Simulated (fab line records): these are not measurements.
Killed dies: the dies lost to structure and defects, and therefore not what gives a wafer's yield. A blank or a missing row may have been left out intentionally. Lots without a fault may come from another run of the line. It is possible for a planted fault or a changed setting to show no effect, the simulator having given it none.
Comparing a struck lot with a sound one + flow sky130 + 16 steps out of a route of 708
Sound: these wafers, L180.1, L180.3, L180.5. Wafers L189.1, L189.3, L189.6 were the ones struck. The cause comes at the end.
At each step with rows: each side's tool, then ch and its chambers, then its first start. Under that, the readings that differ: sound wafers + struck wafers + difference of the means + sigmas: that difference in standard deviations of wafers without a fault.
alike: readings whose means differ by less than 2 such deviations, and words and numbers that are the same on both sides. not compared: withheld readings, readings that some wafer has no value for, bounds like >300 that may hide the same value, and numbers for which the record gives no deviation and whose values overlap.
A row with sigmas, a row that says differs or no value, or rows on one side alone: a step with any of these is where the two part. When numbers do not overlap yet have no deviation, they are printed without sigmas and do not part them. A reading missing from all wafers of one side parts the sides only when that side holds two or more wafers.

SKY_VIA2_CMP_02: polishes SiO2.
  sound on cmp-01 ch 1,3, day 37 02:41; struck on cmp-01 ch 2,3, day 40 22:46
  alike: edge_zone_pressure_frac, motor_current_A, platen_rpm
SKY_VIA2_BOW_MEAS_03:
  sound: film_metro-01 at day 37 02:59; struck: film_metro-01 at day 40 23:04
  alike: VIA2_BOW
then, 4 steps without rows for these wafers: SKY_VIA2_DEHYDRATE_04 (time 60 s); SKY_VIA2_HMDS_05 (prime time 60 s); SKY_VIA2_COAT_06 (resist thk 60 nm); SKY_VIA2_COAT_07 (resist thk 450 nm).
SKY_VIA2_SOFTBAKE_08: time 91.75 s.
  sound on litho_track-03 ch 0; struck on litho_track-02 ch 0
  alike: plate_sensor_t_centre_C, plate_sensor_t_edge_C, softbake_temp_c
then, 3 steps without rows for these wafers: SKY_VIA2_EXPOSE_09 (exposes mask VIM2, target cd 200 nm); SKY_VIA2_PEB_10; SKY_VIA2_DEVELOP_11 (develop time 60 s).
SKY_VIA2_CD_MEAS_12 targets a cd of 200 nm.
  sound: cd_sem-02 at day 38 04:36; struck: cd_sem-01 at day 41 22:40
| reading    | sound             | struck            | difference | sigmas |
|------------|-------------------|-------------------|------------|--------|
| cd_nm (nm) | 195.5 195.5 195.9 | 203.0 202.6 203.8 | +7.5       | +4     |
SKY_VIA2_OVL_MEAS_13:
  sound: overlay-02 at day 38 04:43; struck: overlay-01 at day 41 22:47
  alike: VIA2_OVL
SKY_VIA2_ETCH_14: etches BARC in N2/H2, stops on SiO2, time 45.9 s, target depth 60 nm.
  sound on rie_diel-02 ch 0,1, day 38 04:46; struck on rie_diel-02 ch 0,1, day 41 22:49
| reading                                     | sound             | struck            | difference | sigmas |
|---------------------------------------------|-------------------|-------------------|------------|--------|
| oes_product_au (a.u.)                       | 0.859 0.858 0.846 | 1.014 1.004 0.997 | +0.151     | +30    |
| run_length_s (s)                            | 75.0 73.6 75.2    | 52.3 51.0 51.3    | -23.1      | -44    |
| model.KrF-thick_of_VIA2_COAT_07.thk_nm (nm) | 393.8 393.8 393.1 | 414.5 415.3 416   | +21.7      |        |
| model.etch.depth_nm (nm)                    | 60.47 60.24 60.31 | 39.98 39.35 39.46 | -20.74     |        |
| model.VIA2.cd_nm (nm)                       | 195.6 196.2 196.7 | 199.6 198.8 200.2 | +3.4       |        |
  alike: drypump_motor_current_A, n2_flow_sccm, throttle_valve_pct
  not compared: rf_hours_counter_h
SKY_VIA2_ETCH_15: etches SiO2 in C4F8/O2/Ar, stops on TiN, target depth 546 nm, time 84 s.
  sound on rie_diel-02 ch 0,1, day 38 04:48; struck on rie_diel-02 ch 0,1, day 41 22:52
| reading                                     | sound             | struck            | difference | sigmas      |
|---------------------------------------------|-------------------|-------------------|------------|-------------|
| oes_product_au (a.u.)                       | 0.942 0.941 0.934 | 0.371 0.378 0.381 | -0.562     | -99 or more |
| model.KrF-thick_of_VIA2_COAT_07.thk_nm (nm) | 286.3 285.8 284.9 | 304.3 306.8 307.4 | +20.5      |             |
| model.VIA2.cd_nm (nm)                       | 194.8 197.4 195.1 | 199.8 197.8 201.4 | +3.9       |             |
  alike: run_length_s
  not compared: rf_hours_counter_h
SKY_VIA2_STRIP_16: strips in O2/N2.
  sound on plasma_asher-02 ch 0,1, day 38 04:52; struck on plasma_asher-02 ch 0,1, day 41 22:55
| reading                      | sound             | struck            | difference | sigmas |
|------------------------------|-------------------|-------------------|------------|--------|
| oes_product_au (a.u.)        | 0.400 0.397 0.406 | 0.413 0.408 0.416 | +0.011     | +3     |
| strip_time_to_endpoint_s (s) | 4.091 4.068 4.075 | 4.267 4.294 4.303 | +0.210     | +10    |
  alike: drypump_motor_current_A, n2_flow_sccm
  not compared: rf_hours_counter_h
then, 1 step without rows for these wafers: SKY_VIA2_STRIP_17 (strips in post etch residue remover, time 1200 s).

WHERE THEY PART
Earliest at SKY_VIA2_CD_MEAS_12; latest, in this record, at SKY_VIA2_STRIP_16.

WHY: whatever the simulator had introduced
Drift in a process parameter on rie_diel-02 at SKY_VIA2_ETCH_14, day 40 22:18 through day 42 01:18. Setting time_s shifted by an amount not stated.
